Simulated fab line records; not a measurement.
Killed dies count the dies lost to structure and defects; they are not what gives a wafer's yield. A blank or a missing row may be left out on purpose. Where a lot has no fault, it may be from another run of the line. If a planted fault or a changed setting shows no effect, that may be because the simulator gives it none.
A single fault, viewed from 2 desks    flow sky130    each desk holds nothing but its own numbers, with what lay behind them at the end

## AT THE METROLOGY DESK
What the gauges read, lot by lot, whatever tool the lot ran on: means of the sampled wafers that have a number. Any lot whose mean is over 4 standard deviations away from the usual mean is out of limits and marked OUT; that distance is given in the brackets.
Columns: A = cd nm at SKY_LI_CONTACT_CD_MEAS_12, usual 170.1 nm
lot   first seen here  A
L226  day 29 18:11     170.3
L227  day 30 12:20     168.5
L228  day 30 17:52     170.6
L229  day 30 21:20     172.0
L235  day 32 22:53     169.4
L236  day 33 07:30     170.8
L237  day 34 01:49     171.9
L238  day 34 03:55     172.0
L239  day 34 05:08     171.7
L240  day 34 07:19     169.8
L242  day 34 22:04     170.8
L246  day 36 12:10     171.7
L247  day 36 17:56     170.9
L248  day 36 20:50     167.9
This desk found nothing out of limits on any of the 14 lots.

## FOR THE TOOL OWNER'S DESK: litho track-02
The tool's own readings at SKY_LI_CONTACT_DEVELOP_11 (develop time 60 s): means of the sampled wafers that have a number, for each lot that ran on this tool. Any lot whose mean is over 4 standard deviations away from the usual mean is out of limits and marked OUT; that distance is given in the brackets.
Columns: A = developer temp C at SKY_LI_CONTACT_DEVELOP_11, usual 20.97 C
lot   first seen here  A
L227  day 30 12:00     21.09
L236  day 33 07:00     22.91 (+19) OUT
L237  day 34 01:00     23.06 (+21) OUT
L239  day 34 04:00     22.97 (+20) OUT
L248  day 36 20:00     20.89
This desk finds L236, L237, L239 out of limits, L236 being first, at day 33 07:00 (developer temp C at SKY_LI_CONTACT_DEVELOP_11). Within limits: L227, L248.

## TAKEN TOGETHER
At day 33 07:00, on L236, L237, L239, the tool owner's desk was in a position to raise an alarm.
Metrology desk: nothing out of limits seen.
The metrology desk has L236, L237, L239 on record, within its limits.
The lots listed all ran SKY_LI_CONTACT_DEVELOP_11 on litho track-02.

## WHAT THE SIMULATOR HAD PUT IN
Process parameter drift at SKY_LI_CONTACT_DEVELOP_11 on litho track-02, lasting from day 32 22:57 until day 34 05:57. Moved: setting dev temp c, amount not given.
Shown lots that were struck: L236, L237, L239.
How many hours passed from the start of the fault until each desk's first out-of-limits reading: the tool owner's desk, 8.
